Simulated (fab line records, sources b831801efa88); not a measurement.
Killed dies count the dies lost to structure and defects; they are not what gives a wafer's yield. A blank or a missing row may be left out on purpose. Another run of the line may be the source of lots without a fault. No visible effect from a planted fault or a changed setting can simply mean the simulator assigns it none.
Chamber matching ; flow gf180mcu ; GF_V3_CMP_04 on cmp-02 has 4 sister chambers
The step polishes SiO2. 14 wafers are shown with their chamber, then 7 later ones without.

WAFERS WITH THEIR CHAMBER
wafer;chamber;motorCurrentA (A);slurryFilterDpKPa (kPa);timeToEndpointS (s)
L349.1;0;12.5;13.57;78
L349.4;1;13.4;13.71;77
L349.6;1;13.0;13.56;82
L355.3;1;13.0;13.59;76
L355.4;3;13.5;13.33;84
L355.5;1;12.4;13.85;82
L359.2;0;12.3;13.32;79
L359.5;2;11.8;13.58;85
L359.6;3;13.0;13.44;83
L360.2;3;13.3;13.34;75
L360.4;0;12.0;13.47;81
L360.6;1;12.9;13.43;75
L365.3;2;12.3;13.80;78
L365.4;1;13.8;13.53;83

SIGNATURES (means of the wafers above)
reading;chamber 0;chamber 1;chamber 2;chamber 3;scatter within a chamber
motorCurrentA;12.267;13.083;12.050;13.267;0.388
slurryFilterDpKPa;13.4533;13.6117;13.6900;13.3700;0.131
timeToEndpointS;79.33;79.17;81.50;80.67;3.75
Rule: for a wafer and a chamber, the distance is found by dividing, reading by reading, the gap between the wafer's reading and the chamber's mean by the reading's scatter, squaring, summing and taking the root. If the next closest chamber is less than 2 further off than the closest, the wafer can't be placed; otherwise it belongs to the closest. How the scatter is found: for the shown wafers, subtract from each reading the mean of its chamber, square and add these, divide the total by (wafers less chambers), then take the root.

WAFERS WITHOUT THEIR CHAMBER
wafer;motorCurrentA (A);slurryFilterDpKPa (kPa);timeToEndpointS (s)
L365.5;13.5;13.53;80
L366.1;12.7;13.47;79
L366.3;11.7;13.40;81
L366.6;14.1;13.57;84
L367.1;14.1;13.56;78
L367.2;12.8;13.53;76
L367.3;12.1;13.27;70

EACH ONE'S CHAMBER
wafer;from the rows above;in truth
L365.5;can't be placed: 1 or 3 or 0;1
L366.1;can't be placed: 0 or 1 or 3 or 2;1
L366.3;can't be placed: 0 or 2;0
L366.6;can't be placed: 3 or 1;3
L367.1;can't be placed: 1 or 3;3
L367.2;can't be placed: 1 or 0 or 3 or 2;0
L367.3;can't be placed: 0 or 3 or 1 or 2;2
0 of 7 placed correctly. Not placeable from these rows: 7 (in 7, the candidates include the true chamber). Placed wrongly: 0.
